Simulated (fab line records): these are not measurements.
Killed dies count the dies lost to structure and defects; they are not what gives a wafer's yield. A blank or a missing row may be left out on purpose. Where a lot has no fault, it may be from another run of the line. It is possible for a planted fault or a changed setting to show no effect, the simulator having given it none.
8D (eight disciplines) problem report, filled in by code + flow gf180mcu + the parts of the form that need people (team, actions taken, sign-off) are left out

1. WHAT WENT WRONG
At GF_M3_PEB_12, heater_power_total_W averages 90.50 W over 3 wafers from 2 lots, while fault-free wafers read 85.70 W, standard deviation 0.079. That puts it +61 standard deviations away from the usual mean.
The step: peb time 90 s.
First seen on wafer L296.4, day 26 08:59, on litho_track-04. At this step, 36 wafers from 12 lots have a number in the record. Rule for "out", or "out of limits": more than 4 standard deviations from the usual mean. All remaining wafers that have a number are taken as sound.

2. WHAT IT IS; WHAT IT IS NOT
| question                    | is                     | is not                                                                                             |
|-----------------------------|------------------------|----------------------------------------------------------------------------------------------------|
| which readings at this step | heater_power_total_W   | -                                                                                                  |
| which lots                  | L296, L297             | L285, L286, L288, L289, L294, L299, L300, L301, L303, L304                                         |
| which wafers of those lots  | L296.4, L297.4, L297.6 | L296.2, L296.3, L297.2                                                                             |
| read on which tools         | litho_track-04         | litho_track-01, litho_track-03                                                                     |
| when                        | from day 26 08:59      | up to then (17 sound wafers); but 16 sound wafers of L297, L299, L300, L301, L303, L304 came after |

3. WHAT RULES OUT EACH SUSPECT
Counting: any tool at a process step up to the reading remains a suspect provided it ran every lot that is out. Sound lots after the first of them don't rule it out here, since some wafers of a struck lot are sound.
- litho_track-04 at GF_M3_PEB_12 (peb time 90 s): kept. It ran every lot that is out, first L296 (day 26 08:59); its last sound lot up to then is L294 (day 25 17:30). Its own heater_power_total_W readings are out on those wafers.
After counting, what remains is litho_track-04 at GF_M3_PEB_12.

4. THE CAUSE (what the simulator had put in)
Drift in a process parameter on litho_track-04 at GF_M3_PEB_12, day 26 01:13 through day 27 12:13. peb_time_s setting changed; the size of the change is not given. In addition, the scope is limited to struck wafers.
Only this tool survived the counting.

5. SEQUENCE OF EFFECTS, ordered by route
Each row: a reading whose mean over the struck wafers that have a number lies more than 3 standard deviations from the usual. Only readings for which the record gives a usual standard deviation are gone through. hours: the time from each lot's start at the first step in this table that gives one to its start at this step, as a median over the lots. sigmas: the change in usual standard deviations.
| hours | step         | reading              | usual   | on struck wafers | change | sigmas |
|-------|--------------|----------------------|---------|------------------|--------|--------|
| 0     | GF_M3_PEB_12 | heater_power_total_W | 85.70 W | 90.50            | +4.80  | +61    |
It contains these process steps:
- GF_M3_PEB_12: peb time 90 s.
Later measuring or inspecting steps at which every struck wafer that the step has a row for has a number for every such reading, and none has moved that far: GF_M3_CD_MEAS_14.

6. HOW IT WOULD HAVE BEEN CAUGHT EARLIER
First out-of-limits reading in this record: day 26 08:59, which is 8 hours after fault onset at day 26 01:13.
